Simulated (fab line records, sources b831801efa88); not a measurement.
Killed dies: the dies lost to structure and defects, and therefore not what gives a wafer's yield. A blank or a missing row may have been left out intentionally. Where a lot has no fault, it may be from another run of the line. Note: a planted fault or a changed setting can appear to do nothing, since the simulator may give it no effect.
Split-lot experiment ; flow sky130 ; route with 708 steps; 5 lots, 23 wafers read

## ON THE SPLIT
At SKY_VT_ADJUST_PCH_STRIP_09 (strips in O2/N2), the setting power_w was moved away from the recipe's 1400 W on 7 of the 23 wafers read, by +6.1% to +10.2%. For the rest of the wafers, this setting stayed at what the recipe calls for.

Reading taken at the split's own step.

## THE READING
oes_product_au, in a.u., at SKY_VT_ADJUST_PCH_STRIP_09 (strips in O2/N2). On this fab line, fault-free wafers typically give 0.722 a.u. with a standard deviation of 0.0047 a.u.

wafer;tool, chamber at the split;power_w as run, W;against the recipe;oes_product_au, a.u.;against lot-mates on the recipe
L078.2;plasma_asher-01, 1;1400;recipe;0.728;-
L078.3;plasma_asher-01, 0;1400;recipe;0.716;-
L078.6;plasma_asher-01, 1;1400;recipe;0.725;-
L079.1;plasma_asher-03, 1;1400;recipe;0.728;-
L079.2;plasma_asher-03, 0;1485;+6.1%;0.752;+0.032
L079.4;plasma_asher-03, 0;1485;+6.1%;0.740;+0.020
L079.5;plasma_asher-03, 0;1400;recipe;0.717;-
L079.6;plasma_asher-03, 1;1400;recipe;0.715;-
L080.1;plasma_asher-04, 0;1400;recipe;0.719;-
L080.2;plasma_asher-04, 1;1508;+7.7%;0.751;+0.031
L080.4;plasma_asher-04, 0;1400;recipe;0.722;-
L080.5;plasma_asher-04, 1;1508;+7.7%;0.759;+0.039
L080.6;plasma_asher-04, 0;1508;+7.7%;0.757;+0.037
L081.1;plasma_asher-04, 0;1400;recipe;0.724;-
L081.2;plasma_asher-04, 1;1400;recipe;0.721;-
L081.3;plasma_asher-04, 0;1400;recipe;0.719;-
L081.4;plasma_asher-04, 1;1400;recipe;0.717;-
L081.5;plasma_asher-04, 1;1400;recipe;0.721;-
L085.1;plasma_asher-01, 1;1400;recipe;0.721;-
L085.2;plasma_asher-01, 0;1400;recipe;0.723;-
L085.3;plasma_asher-01, 0;1400;recipe;0.712;-
L085.4;plasma_asher-01, 1;1543;+10.2%;0.761;+0.042
L085.5;plasma_asher-01, 0;1543;+10.2%;0.757;+0.038

FIT RESULTS
A straight line over all 23 wafers: oes_product_au changes by +0.00412 a.u. for each +1% of power_w; r = +0.96; the points scatter about the line by 0.0048 a.u.
The same after taking each lot's own level away (the mean of its wafers on the recipe; 23 wafers): +0.00422 a.u. for each +1%; r = +0.97; scatter 0.0045 a.u.
The reading moves by 0.043 a.u. for the largest change in power_w, on that fit.
From 0.7187 to 0.7230 a.u.: that is the span of the lots' own levels, equal to 0.9 times the standard deviation above.
The two slopes are in agreement: the lot-to-lot level therefore moves the slope only a little.
Check: +0.0435 a.u. against its lot-mates is what the line predicts for one of the wafers moved furthest among these (+10.2%) when that wafer is left out of the fit. Against them it came out at +0.0423 a.u.
Tool readings at the split's step, against how far the setting was moved: oes_product_au r = +0.96; strip_time_to_endpoint_s r = -0.99.

## FURTHER SPLITS ON THESE WAFERS
These wafers also went through other splits before the reading. Each is held against what the fit with the lots' levels taken away leaves over:
other split on the same wafers;wafers away from the commonest value;r with oes_product_au (lot level and that fit taken away)
SKY_VT_ADJUST_NCORE_EXPOSE_04 dose_mj;9;+0.30
SKY_VT_ADJUST_HVTR_DEVELOP_06 dev_temp_c;6;+0.10
SKY_VT_ADJUST_PCH_SOFTBAKE_03 temp_c;10;-0.08

## THE WHOLE CHAIN: every reading that the file lists as answering this split, in the file's order
step;what it does;reading;change (the file's fit);r (the file's)
SKY_VT_ADJUST_PCH_STRIP_09;strips in O2/N2;oes_product_au;+0.0042 a.u. for each +1% of the setting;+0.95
SKY_VT_ADJUST_PCH_STRIP_09;strips in O2/N2;strip_time_to_endpoint_s;withheld for each +1% of the setting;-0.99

## THE FILE'S OWN FIT
oes_product_au changes by +0.0042 a.u. for each +1% of power_w, r = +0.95.
